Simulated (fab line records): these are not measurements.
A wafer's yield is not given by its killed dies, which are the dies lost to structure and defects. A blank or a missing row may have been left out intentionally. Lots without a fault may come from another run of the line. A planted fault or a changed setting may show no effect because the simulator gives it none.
Struck lot and sound lot, side by side :: flow sky130 :: 19 out of 708 route steps
Sound: the wafers L803.1, L803.3, L803.6. The struck wafers were L819.2, L819.4, L819.5. The cause is given at the end.
For every step that has rows: the tool of each side, followed by ch and its chambers, followed by its first start. Under that, the readings that differ: sound wafers :: struck wafers :: difference of the means :: sigmas: that difference in standard deviations of wafers without a fault.
alike: a reading whose means differ by less than 2 such deviations, as well as words and numbers matching on both sides. not compared: withheld readings; readings where some wafer has no value; bounds like >300 that might hide an equal value; numbers whose values overlap and for which the record gives no deviation.
A row with sigmas, a row that says differs or no value, or rows on one side alone: a step with any of these is where the two part. Numbers that don't overlap but have no deviation are shown without sigmas and don't part them. A reading missing from all wafers of one side parts the sides only when that side holds two or more wafers.

first, 4 steps without rows for these wafers: SKY_VT_ADJUST_PCH_SOFTBAKE_03; SKY_VT_ADJUST_PCH_EXPOSE_04 (exposes mask NWM, target cd 840 nm); SKY_VT_ADJUST_PCH_PEB_05; SKY_VT_ADJUST_PCH_DEVELOP_06 (develop time 60 s).
SKY_VT_ADJUST_PCH_OVL_MEAS_07:
  sound: overlay-02 at day 10 08:32; struck: overlay-01 at day 15 17:53
  alike: VT_ADJUST_PCH_OVL
after that, 1 step had no rows for these wafers: SKY_VT_ADJUST_PCH_IMPLANT_08.
SKY_VT_ADJUST_PCH_STRIP_09: strips in O2/N2.
  sound on plasma-asher-01 ch 0,1, day 10 08:44; struck on plasma-asher-03 ch 0,1, day 15 18:04
  alike: drypump-motor-current-A, oes-product-au, strip-time-to-endpoint-s
  not compared: rf-hours-counter-h
SKY_VT_ADJUST_PCH_TW_MEAS_10:
  sound: film-metro-03 at day 10 08:50; struck: film-metro-01 at day 15 18:10
  alike: VT_ADJUST_PCH_TW
then, 4 steps without rows for these wafers: SKY_SONOS_TUNNEL_DEHYDRATE_00 (time 60 s); SKY_SONOS_TUNNEL_HMDS_01 (prime time 60 s); SKY_SONOS_TUNNEL_COAT_02 (resist thk 1140 nm); SKY_SONOS_TUNNEL_SOFTBAKE_03 (time 60 s).
SKY_SONOS_TUNNEL_EXPOSE_04: exposes mask TUNM, target cd 410 nm.
  sound on iline-stepper-01 ch 0, day 10 20:10; struck on iline-stepper-01 ch 0, day 16 08:11
reading: model.SONOS_TUNNEL.overlay-x-nm (nm)
sound: 0.8273 0.8273 0.8273
struck: 260.3 260.3 260.3
difference: +259.5
sigmas: 
  alike: mask
then, 2 steps without rows for these wafers: SKY_SONOS_TUNNEL_PEB_05; SKY_SONOS_TUNNEL_DEVELOP_06 (develop time 60 s).
SKY_SONOS_TUNNEL_CD_MEAS_07: target cd 410 nm.
  sound: cd-sem-02 at day 11 07:56; struck: cd-sem-02 at day 16 22:07
  alike: cd-nm
SKY_SONOS_TUNNEL_OVL_MEAS_08:
  sound: overlay-01 at day 11 08:04; struck: overlay-02 at day 16 22:13
reading: SONOS_TUNNEL_OVL (nm)
sound: 1.5 2.1 0.9
struck: 259.7 261.7 261.0
difference: +259.3
sigmas: +99 or more
after that, 1 step had no rows for these wafers: SKY_SONOS_TUNNEL_IMPLANT_09.
-- here the record skips 33 days between the struck wafers' starts before and after, leaving off in module SONOS_TUNNEL and picking up in module PAD_OPEN (first step shown: number 708 of the route) --
SKY_PAD_OPEN_PROBE_99:
  sound: prober-02 at day 45 11:57; struck: prober-02 at day 49 15:37
reading: killed-at-front-end
sound: 10 22 15
struck: 420 424 423
difference: +407
sigmas: +92

reading: killed-dies
sound: 71 75 82
struck: 492 492 492
difference: +416
sigmas: +42

reading: killed-on-rim
sound: 15 13 13
struck: 96 96 96
difference: +82
sigmas: +21

reading: model.etest.sonos-erased.drive-ua-um
sound: 188.5 175.1 196.1
struck: 56.51 50.16 49.9
difference: -134.38
sigmas: 

reading: model.etest.sonos-uncharged.r-on-ohm-um
sound: 785.4 797.4 810.2
struck: 733.3 737.1 740.6
difference: -60.7
sigmas: 

reading: model.etest.sonos-programmed.off-log10-a-um
sound: -13.91 -13.9 -14.04
struck: -5.532 -5.886 -5.534
difference: +8.299
sigmas: 

reading: model.etest.sonos-erased.vt-v (V)
sound: -2.272 -2.252 -2.225
struck: -0.7505 -0.7142 -0.7128
difference: +1.5238
sigmas: 

reading: model.etest.sonos-programmed.vt-v (V)
sound: 1.407 1.39 1.4
struck: 0.165 0.2126 0.1586
difference: -1.220
sigmas: 

reading: model.etest.sonos-baked.vt-v (V)
sound: 0.8978 0.9046 0.8825
struck: -0.07965 -0.07862 -0.08467
difference: -0.97595
sigmas: 

reading: model.etest.sonos-uncharged.vt-v (V)
sound: -0.4579 -0.43 -0.4163
struck: -0.7128 -0.731 -0.6889
difference: -0.2762
sigmas: 

reading: model.etest.sonos-baked.vt-less-v (V)
sound: -0.5089 -0.485 -0.5173
struck: -0.2446 -0.2912 -0.2433
difference: +0.2440
sigmas: 
  alike: killed_at_M0_to_M3, killed_at_M4_up, killed-at-contacts, killed-at-other, killed-open, killed-short

## WHERE THEY PART
Last at SKY_PAD_OPEN_PROBE_99 as far as this record goes, first at SKY_SONOS_TUNNEL_OVL_MEAS_08.

WHY: whatever the simulator had introduced
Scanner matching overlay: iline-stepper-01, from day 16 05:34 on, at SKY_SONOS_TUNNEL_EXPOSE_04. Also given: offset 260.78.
